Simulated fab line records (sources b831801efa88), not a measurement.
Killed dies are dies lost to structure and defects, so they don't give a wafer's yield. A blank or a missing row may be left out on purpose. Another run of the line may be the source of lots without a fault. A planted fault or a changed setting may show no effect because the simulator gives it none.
Matching of chambers ; flow gf180mcu ; GF_V1_CMP_26 on cmp-01: 4 sister chambers
The step polishes, stops on SiO2, t overpolish 15 s, target thk 0 nm. 4 wafers are shown with their chamber, then 8 later ones without.

## WAFERS, EACH WITH ITS CHAMBER
wafer;chamber;motor-current-A (A)
L530.2;3;10.9
L533.4;1;11.8
L533.5;2;10.6
L536.1;0;11.9

## WAFERS WITHOUT THEIR CHAMBER
wafer;motor-current-A (A)
L536.3;10.9
L536.5;11.2
L539.1;11.0
L539.3;10.5
L539.5;11.0
L543.2;10.7
L543.3;12.2
L543.4;11.7

## EACH ONE'S CHAMBER
wafer;from the rows above;in truth
L536.3;can't be placed: 3 or 2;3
L536.5;can't be placed: 3 or 2 or 1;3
L539.1;can't be placed: 3 or 2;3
L539.3;can't be placed: 2 or 3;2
L539.5;can't be placed: 3 or 2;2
L543.2;can't be placed: 2 or 3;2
L543.3;can't be placed: 0 or 1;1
L543.4;can't be placed: 1 or 0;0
Placed correctly: 0 of 8. Unplaceable from these rows: 8, with the true chamber sitting among the candidates in 8. Placed wrongly: 0.
How it was worked out, from the rows above alone: a wafer's distance from a chamber is the root of the sum, over the readings, of the square of ((its reading less the chamber's mean) divided by the reading's scatter). If the next closest chamber is less than 2 further off than the closest, the wafer can't be placed; otherwise it belongs to the closest. The mean given for a chamber averages the wafers shown for that chamber. The scatter (one wafer shown for each chamber): square how far every hidden wafer sits from the nearest shown wafer, average those squares and take the square root.
